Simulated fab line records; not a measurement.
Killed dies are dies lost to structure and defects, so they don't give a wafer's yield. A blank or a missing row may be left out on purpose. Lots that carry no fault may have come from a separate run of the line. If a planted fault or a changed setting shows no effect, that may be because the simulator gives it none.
Chamber matching -- flow sky130 -- SKY_POLY_CUT_ETCH_11 on rie-diel-03: 4 sister chambers
The step etches Si3N4 in CF4/CH2F2/Ar, stops on poly-Si, time 42.5 s, target depth 60 nm. 16 wafers are shown with their chamber, then 8 later ones without.

## WAFERS WITH THEIR CHAMBER
wafer,chamber,drypump-motor-current-A (A),ch2f2-flow-sccm (sccm),oes-product-au (a.u.)
L196.2,0,6.4,20.01,0.822
L196.3,1,5.1,19.97,0.825
L196.6,3,6.4,20.03,0.830
L197.1,1,5.0,20.01,0.824
L197.3,2,6.3,20.00,0.820
L197.6,1,5.0,20.00,0.814
L200.1,0,6.4,19.97,0.838
L200.2,1,5.0,20.03,0.840
L200.4,2,6.3,19.98,0.831
L199.1,3,6.4,20.06,0.830
L199.2,0,6.4,20.02,0.827
L199.4,1,5.1,20.13,0.835
L206.4,3,6.4,20.04,0.848
L206.5,0,6.4,20.07,0.829
L206.6,1,5.1,20.05,0.834
L211.2,2,6.2,19.95,0.821

SIGNATURES (means of the wafers above)
reading,chamber 0,chamber 1,chamber 2,chamber 3,scatter within a chamber
drypump-motor-current-A,6.400,5.050,6.267,6.400,0.0425
ch2f2-flow-sccm,20.0175,20.0317,19.9767,20.0433,0.0429
oes-product-au,0.82900,0.82867,0.82400,0.83600,0.00852
Rule: a wafer lies at a distance from a chamber equal to the root of the sum of squares, over the readings, of (its reading less the chamber's mean, divided by the reading's scatter). The wafer belongs to the nearest chamber; if the next one is less than 2 further off, it can't be placed. How the scatter is found: for the shown wafers, subtract from each reading the mean of its chamber, square and add these, divide the total by (wafers less chambers), then take the root.

## WAFERS WITH NO CHAMBER GIVEN
wafer,drypump-motor-current-A (A),ch2f2-flow-sccm (sccm),oes-product-au (a.u.)
L211.3,6.4,19.91,0.826
L211.4,5.1,19.99,0.825
L212.4,5.1,19.97,0.841
L212.5,6.3,20.06,0.838
L212.6,6.4,20.01,0.834
L215.2,6.4,19.98,0.842
L215.3,5.0,19.88,0.840
L215.6,6.4,20.02,0.833

## THE CHAMBER EACH PASSED THROUGH
wafer,from the rows above,in truth
L211.3,can't be placed: 0 or 3 or 2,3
L211.4,1,1
L212.4,1,1
L212.5,can't be placed: 3 or 2 or 0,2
L212.6,can't be placed: 0 or 3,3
L215.2,can't be placed: 3 or 0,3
L215.3,1,1
L215.6,can't be placed: 0 or 3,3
Correctly placed: 3 of 8. From these rows, 5 cannot be placed; in 5 the true chamber is one of the candidates. Wrongly placed: 0.
